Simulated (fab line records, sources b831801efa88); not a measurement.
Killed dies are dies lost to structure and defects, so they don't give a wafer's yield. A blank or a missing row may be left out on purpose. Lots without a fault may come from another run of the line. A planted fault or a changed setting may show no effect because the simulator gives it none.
Problem report in the 8D (eight disciplines) form, filled by code | flow gf180mcu | the parts of the form that need people (team, actions taken, sign-off) are left out

1. THE PROBLEM
NSD_RS at GF_PSD_RS_MEAS_14 reads a mean of 47.61 ohm/sq on 6 wafers of 2 lots; wafers without a fault read 46.10 ohm/sq with a standard deviation of 0.085. That is +18 standard deviations from the usual mean.
The step: measures by four-point-probe.
First seen on wafer L878.1, day 20 08:36, on film_metro-02. The record holds 39 wafers of 13 lots with a number at this step. Rule for "out", or "out of limits": more than 4 standard deviations from the usual mean. The other wafers with a number count as sound.

2. WHAT IT IS AND WHAT IT IS NOT
question                    | is                           | is not
which readings at this step | NSD_RS                       | -
which lots                  | L878, L879                   | L861, L862, L863, L864, L865, L866, L867, L868, L869, L870, L883
which wafers of those lots  | all that have a number       | -
read on which gauges        | film_metro-02, film_metro-04 | film_metro-03
when                        | from day 20 08:36            | up to then (30 sound wafers); but 3 sound wafers of L883 came after

3. SUSPECTS, AND WHAT RULES EACH OUT
Counting: a tool at a process step up to the reading stays a suspect if it ran every lot that is out and no sound lot after the first of them.
- the gauge at GF_PSD_RS_MEAS_14: ruled out. The wafers that are out were read on 2 gauges (film_metro-02, film_metro-04).
- rtp_anneal-02 at GF_PSD_RTA_13 (time 20 s): kept. It ran every lot that is out, first L878 (day 20 08:31), and no sound lot after that; its last sound lot up to then is L865 (day 15 11:52). Its own readings are out on those wafers: lamp_power_pct.
Left after counting: rtp_anneal-02 at GF_PSD_RTA_13.

4. THE CAUSE (what the simulator had put in)
Process parameter drift: rtp_anneal-02, from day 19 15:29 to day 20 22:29, at GF_PSD_RTA_13. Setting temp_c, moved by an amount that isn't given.
Counting left only this tool.

5. THE CHAIN OF EFFECTS, in route order
Each row: a reading whose mean over the struck wafers that have a number lies more than 3 standard deviations from the usual. Only readings for which the record gives a usual standard deviation are gone through. hours: the time from each lot's start at the first step in this table that gives one to its start at this step, as a median over the lots. sigmas: the change in usual standard deviations.
hours | step              | reading          | usual         | on struck wafers | change | sigmas
0     | GF_PSD_RTA_13     | lamp_power_pct   | 31.20 %       | 30.29            | -0.91  | -26
0     | GF_PSD_RTA_13     | wafer_temp_C_max | 1031.2        | 1021.3           | -9.9   | -4.5
0     | GF_PSD_RS_MEAS_14 | NSD_RS           | 46.10 ohm/sq  | 47.61            | +1.51  | +18
0     | GF_PSD_RS_MEAS_15 | PSD_RS           | 108.53 ohm/sq | 115.95           | +7.42  | +27
The process steps in it:
- GF_PSD_RTA_13: time 20 s.

6. WHAT WOULD HAVE CAUGHT IT SOONER
In this record the first reading out of limits at a measuring or inspecting step was taken at day 20 08:36, 17 hours after the fault began at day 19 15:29.
The tool's own readings at GF_PSD_RTA_13 were out on every struck wafer that the step has a row for (lamp_power_pct): an alarm limit on them would have fired on the first of those.
Of the lots that are out (2), L879 began GF_PSD_RTA_13 on rtp_anneal-02 after day 20 08:36. A hold on the tool at that time would have spared it.
